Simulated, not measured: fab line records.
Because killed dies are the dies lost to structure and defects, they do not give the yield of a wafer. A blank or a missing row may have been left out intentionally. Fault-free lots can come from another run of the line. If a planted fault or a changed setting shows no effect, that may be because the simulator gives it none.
Chamber matching ; flow sky130 ; cmp-01 running SKY_CONTACT_CMP_27: 4 sister chambers
The step polishes, stops on SiO2, t overpolish 15 s, target thk 0 nm. 16 wafers are shown with their chamber, then 8 later ones without.

== WAFERS WITH THEIR CHAMBER ==
wafer;chamber;motor current A (A);time to endpoint s (s);overpolish run s (s)
L529.2;1;12.0;79;15.014
L529.3;3;9.7;79;14.990
L529.6;1;12.8;80;14.989
L530.2;0;10.6;79;14.991
L530.5;3;10.8;83;15.008
L530.6;0;10.6;79;15.001
L531.1;2;10.9;82;15.015
L531.2;3;10.1;76;14.999
L531.3;0;10.4;74;15.009
L532.1;3;10.0;79;14.991
L532.3;0;11.1;72;14.992
L532.4;1;12.6;74;14.999
L534.1;0;11.0;71;14.998
L534.2;2;10.8;89;14.988
L534.3;3;9.8;75;15.009
L536.2;2;10.1;86;14.999

SIGNATURES (means of the wafers above)
reading;chamber 0;chamber 1;chamber 2;chamber 3;scatter within a chamber
motor current A;10.740;12.467;10.600;10.080;0.39
time to endpoint s;75.00;77.67;85.67;78.40;3.45
overpolish run s;14.99820;15.00067;15.00067;14.99940;0.0101
Rule: distance of a wafer from a chamber = root of the sum over the readings of ((wafer's reading minus chamber's mean) / reading's scatter) squared. If the next closest chamber is less than 2 further off than the closest, the wafer can't be placed; otherwise it belongs to the closest. The scatter is the square root of a quotient: the sum, over the shown wafers, of each reading's squared deviation from its chamber's mean, divided by wafers minus chambers.

== WAFERS WITHOUT THEIR CHAMBER ==
wafer;motor current A (A);time to endpoint s (s);overpolish run s (s)
L536.4;9.9;76;14.997
L536.6;13.0;73;15.001
L535.1;10.5;77;14.999
L535.3;13.2;80;14.991
L535.6;9.9;84;14.997
L546.1;11.1;89;14.995
L546.5;9.6;79;14.998
L546.6;11.0;86;14.995

== WHICH CHAMBER EACH ONE RAN IN ==
wafer;from the rows above;in truth
L536.4;can't be placed: 3 or 0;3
L536.6;1;1
L535.1;can't be placed: 0 or 3 or 2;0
L535.3;1;1
L535.6;can't be placed: 3 or 2 or 0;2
L546.1;2;2
L546.5;can't be placed: 3 or 0 or 2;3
L546.6;2;2
Correctly placed: 4 of 8. From these rows, 4 cannot be placed; in 4 the true chamber is one of the candidates. Wrongly placed: 0.
